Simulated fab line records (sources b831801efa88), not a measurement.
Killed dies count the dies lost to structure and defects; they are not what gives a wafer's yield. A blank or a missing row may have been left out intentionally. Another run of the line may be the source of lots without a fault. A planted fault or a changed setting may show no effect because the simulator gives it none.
Which tool was responsible? + flow gf180mcu + Sampling: 13 lots, 39 wafers, 5 of 602 route steps

WHAT THE GAUGES READ, wafer by wafer
GF_NWELL_TW_MEAS_11. Usual: for NWELL_TW the level is 1576 and the standard deviation is 24.
| lot  | measured    | on            | NWELL_TW       | flag |
|------|-------------|---------------|----------------|------|
| L458 | day 3 07:52 | film metro-03 | 1573 1570 1568 |      |
| L459 | day 3 12:32 | film metro-03 | 1575 1574 1576 |      |
| L460 | day 3 17:17 | film metro-03 | 1581 1575 1582 |      |
| L462 | day 4 05:02 | film metro-04 | 1591 1595 1598 |      |
| L463 | day 4 10:22 | film metro-04 | 1595 1593 1588 |      |
| L464 | day 4 15:51 | film metro-03 | 1575 1574 1571 |      |
| L468 | day 5 14:39 | film metro-04 | 1606 1615 1611 |      |
| L470 | day 6 00:01 | film metro-03 | 1572 1579 1581 |      |
| L474 | day 7 01:25 | film metro-04 | 1604 1594 1598 |      |
| L475 | day 7 08:02 | film metro-01 | 1548 1543 1539 |      |
| L476 | day 7 13:43 | film metro-01 | 1550 1550 1561 |      |
| L477 | day 7 18:36 | film metro-01 | 1538 1546 1542 |      |
| L479 | day 8 03:37 | film metro-01 | 1545 1535 1537 |      |

GF_VT_IMPLANT_OVL_MEAS_18. Usual: for VT_IMPLANT_01_OVL the level is -0.2 nm and the standard deviation is 1.4.
| lot  | measured     | on         | VT_IMPLANT_01_OVL (nm) | flag |
|------|--------------|------------|------------------------|------|
| L458 | day 6 05:00  | overlay-02 | -0.1 -0.1 -1.1         |      |
| L459 | day 6 11:39  | overlay-01 | 2.8 -1.2 1.2           |      |
| L460 | day 6 15:26  | overlay-02 | -1.8 -1.0 -0.8         |      |
| L462 | day 7 05:30  | overlay-02 | -1.3 -0.4 -0.9         |      |
| L463 | day 7 12:03  | overlay-02 | 0.4 -0.4 -1.5          |      |
| L464 | day 7 17:57  | overlay-01 | -3.0 -2.1 0.6          |      |
| L468 | day 8 20:58  | overlay-01 | -1.0 0.0 -0.4          |      |
| L470 | day 9 08:18  | overlay-01 | 0.5 -0.4 1.3           |      |
| L474 | day 10 14:11 | overlay-02 | -2.5 -2.3 -1.7         |      |
| L475 | day 10 21:05 | overlay-02 | -0.3 -0.4 -2.6         |      |
| L476 | day 11 03:41 | overlay-02 | -2.0 -2.6 -1.5         |      |
| L477 | day 11 09:33 | overlay-01 | 0.5 1.1 0.4            |      |
| L479 | day 11 21:05 | overlay-02 | -0.7 -1.5 -1.7         |      |

GF_VT_IMPLANT_RS_MEAS_49: a four-point-probe measurement. Usual: for MVPSD_RS the level is 1167 ohm/sq and the standard deviation is 3.1.
| lot  | measured     | on            | MVPSD_RS (ohm/sq) | flag |
|------|--------------|---------------|-------------------|------|
| L458 | day 7 11:45  | film metro-04 | 1170 1174 1173    |      |
| L459 | day 7 19:29  | film metro-03 | 1170 1172 1168    |      |
| L460 | day 8 00:21  | film metro-03 | 1164 1161 1164    |      |
| L462 | day 8 14:39  | film metro-01 | 1167 1168 1168    |      |
| L463 | day 8 21:43  | film metro-03 | 1167 1171 1168    |      |
| L464 | day 9 03:20  | film metro-03 | 1164 1168 1165    |      |
| L468 | day 10 08:35 | film metro-01 | 1165 1161 1165    |      |
| L470 | day 10 20:39 | film metro-01 | 1166 1162 1168    |      |
| L474 | day 12 04:23 | film metro-04 | 1195 1192 1192    | OFF  |
| L475 | day 12 12:30 | film metro-01 | 1168 1168 1169    |      |
| L476 | day 12 18:47 | film metro-01 | 1165 1166 1169    |      |
| L477 | day 13 00:38 | film metro-03 | 1189 1189 1189    | OFF  |
| L479 | day 13 13:47 | film metro-04 | 1196 1195 1191    | OFF  |

WHAT TOOL EACH LOT RAN ON (gives the tool, then ch and the chambers of the sampled wafers, and finally the start)
| lot  | GF_MVPSD_IMPLANT_08             | GF_VT_IMPLANT_STRIP_09               |
|------|---------------------------------|--------------------------------------|
| L458 | implanter-02 ch 0, day 5 00:22  | plasma asher-01 ch 0,1, day 5 14:49  |
| L459 | implanter-01 ch 0, day 5 06:02  | plasma asher-04 ch 0,1, day 5 21:07  |
| L460 | implanter-02 ch 0, day 5 10:47  | plasma asher-04 ch 0,1, day 6 01:35  |
| L462 | implanter-01 ch 0, day 5 22:59  | plasma asher-04 ch 0,1, day 6 13:46  |
| L463 | implanter-01 ch 0, day 6 05:01  | plasma asher-01 ch 1, day 6 20:22    |
| L464 | implanter-04 ch 0, day 6 10:56  | plasma asher-04 ch 0,1, day 7 02:44  |
| L468 | implanter-04 ch 0, day 7 11:50  | plasma asher-01 ch 0,1, day 8 04:25  |
| L470 | implanter-01 ch 0, day 7 22:29  | plasma asher-01 ch 0, day 8 15:13    |
| L474 | implanter-01 ch 0, day 9 02:55  | plasma asher-04 ch 0,1, day 9 20:34  |
| L475 | implanter-02 ch 0, day 9 09:07  | plasma asher-01 ch 0,1, day 10 03:25 |
| L476 | implanter-04 ch 0, day 9 15:50  | plasma asher-04 ch 0,1, day 10 09:46 |
| L477 | implanter-01 ch 0, day 9 20:49  | plasma asher-01 ch 0,1, day 10 15:04 |
| L479 | implanter-01 ch 0, day 10 07:49 | plasma asher-03 ch 0,1, day 11 02:10 |
- GF_MVPSD_IMPLANT_08
- GF_VT_IMPLANT_STRIP_09: strips in O2/N2.

AS READ BY THE TOOLS THEMSELVES (means over the sampled wafers that have a number; for cases with no such wafer, the mark the record gives instead)
GF_MVPSD_IMPLANT_08. Usual: beam energy keV 170.01, standard deviation 0.055; tilt deg 0.001 degrees, standard deviation 0.019.
| lot  | tool         | beam energy keV | tilt deg (degrees) | flag |
|------|--------------|-----------------|--------------------|------|
| L458 | implanter-02 | 169.98          | 0.001              |      |
| L459 | implanter-01 | 170.02          | 0.004              |      |
| L460 | implanter-02 | 169.97          | 0.010              |      |
| L462 | implanter-01 | 170.05          | 0.015              |      |
| L463 | implanter-01 | 169.97          | -0.018             |      |
| L464 | implanter-04 | 170.05          | 0.041              |      |
| L468 | implanter-04 | 170.01          | 0.015              |      |
| L470 | implanter-01 | 170.05          | -0.008             |      |
| L474 | implanter-01 | 153.45          | 0.021              | OFF  |
| L475 | implanter-02 | 170.07          | 0.008              |      |
| L476 | implanter-04 | 170.02          | -0.015             |      |
| L477 | implanter-01 | 153.51          | -0.015             | OFF  |
| L479 | implanter-01 | 153.49          | -0.009             | OFF  |

GF_VT_IMPLANT_STRIP_09. Usual: chamber pressure mTorr 1500.3 mTorr, standard deviation 1.3; drypump motor current A 5.9 A, standard deviation 0.55; heater power w 343 W, standard deviation 24; o2 flow sccm 3001 sccm, standard deviation 9.6; oes product au 0.716 a.u., standard deviation 0.0048; strip time to endpoint s 12.626 s, standard deviation 0.026.
| lot  | tool            | chamber pressure mTorr (mTorr) | drypump motor current A (A) | heater power w (W) | o2 flow sccm (sccm) | oes product au (a.u.) | strip time to endpoint s (s) | flag |
|------|-----------------|--------------------------------|-----------------------------|--------------------|---------------------|-----------------------|------------------------------|------|
| L458 | plasma asher-01 | 1501.0                         | 6.2                         | 359                | 2993                | 0.718                 | 12.630                       |      |
| L459 | plasma asher-04 | 1499.7                         | 6.0                         | 339                | 3012                | 0.715                 | 12.599                       |      |
| L460 | plasma asher-04 | 1500.3                         | 6.0                         | 336                | 3000                | 0.715                 | 12.638                       |      |
| L462 | plasma asher-04 | 1501.3                         | 6.0                         | 333                | 2993                | 0.721                 | 12.649                       |      |
| L463 | plasma asher-01 | 1499.7                         | 6.6                         | 370                | 2992                | 0.717                 | 12.661                       |      |
| L464 | plasma asher-04 | 1500.0                         | 6.0                         | 328                | 2999                | 0.720                 | 12.623                       |      |
| L468 | plasma asher-01 | 1499.8                         | 5.7                         | 344                | 2993                | 0.713                 | 12.636                       |      |
| L470 | plasma asher-01 | 1501.2                         | 5.3                         | 330                | 3008                | 0.714                 | 12.621                       |      |
| L474 | plasma asher-04 | 1499.9                         | 6.0                         | 339                | 3003                | 0.716                 | 12.640                       |      |
| L475 | plasma asher-01 | 1499.7                         | 6.2                         | 360                | 3009                | 0.718                 | 12.668                       |      |
| L476 | plasma asher-04 | 1501.4                         | 6.0                         | 340                | 3007                | 0.718                 | 12.583                       |      |
| L477 | plasma asher-01 | 1500.4                         | 5.7                         | 344                | 3006                | 0.715                 | 12.599                       |      |
| L479 | plasma asher-03 | 1499.3                         | 5.2                         | 322                | 3002                | 0.721                 | 12.627                       |      |

THE ANSWER, worked out from the rows above alone
Rule: take the mean of a lot's wafers that have a number; if it is more than 3 standard deviations from the usual mean, the lot is off. Also off: a lot with no number at a reading for which 4 or more lots have one. The other lots that the step has rows for count as sound. First the gauges in route order, then the tools' own readings, where a lot's mean is used as printed above. The first step at which some lot is off is used, and at that step the reading that is off furthest; a lot without a number counts as furthest.
Off: at GF_VT_IMPLANT_RS_MEAS_49 (MVPSD_RS), L474, L477, L479.
If a tool, at a process step before that reading, ran all the lots that are off and no sound lot after the first of them, it fits. Not tried: the gauges at GF_VT_IMPLANT_RS_MEAS_49; whatever is off there is also off at GF_MVPSD_IMPLANT_08, on other tools, and gauge error can't account for it. One fits: GF_MVPSD_IMPLANT_08 on implanter-01. A fault onset in the window from L470 (day 7 22:29, its last sound lot) to L474 (day 9 02:55, its first lot off) fits.
The tool's own readings at GF_MVPSD_IMPLANT_08 bear it out: on the lots that are off they differ by more than 5 times the standard deviation of the sound lots' means. beam energy keV reads 153.48 there against 170.02 on the sound lots.

WHAT WAS PUT IN BY THE SIMULATOR
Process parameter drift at GF_MVPSD_IMPLANT_08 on implanter-01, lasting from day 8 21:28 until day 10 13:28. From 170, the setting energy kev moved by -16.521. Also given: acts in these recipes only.
Struck lots among those shown: L474, L477, L479. The same result came from the rule above.
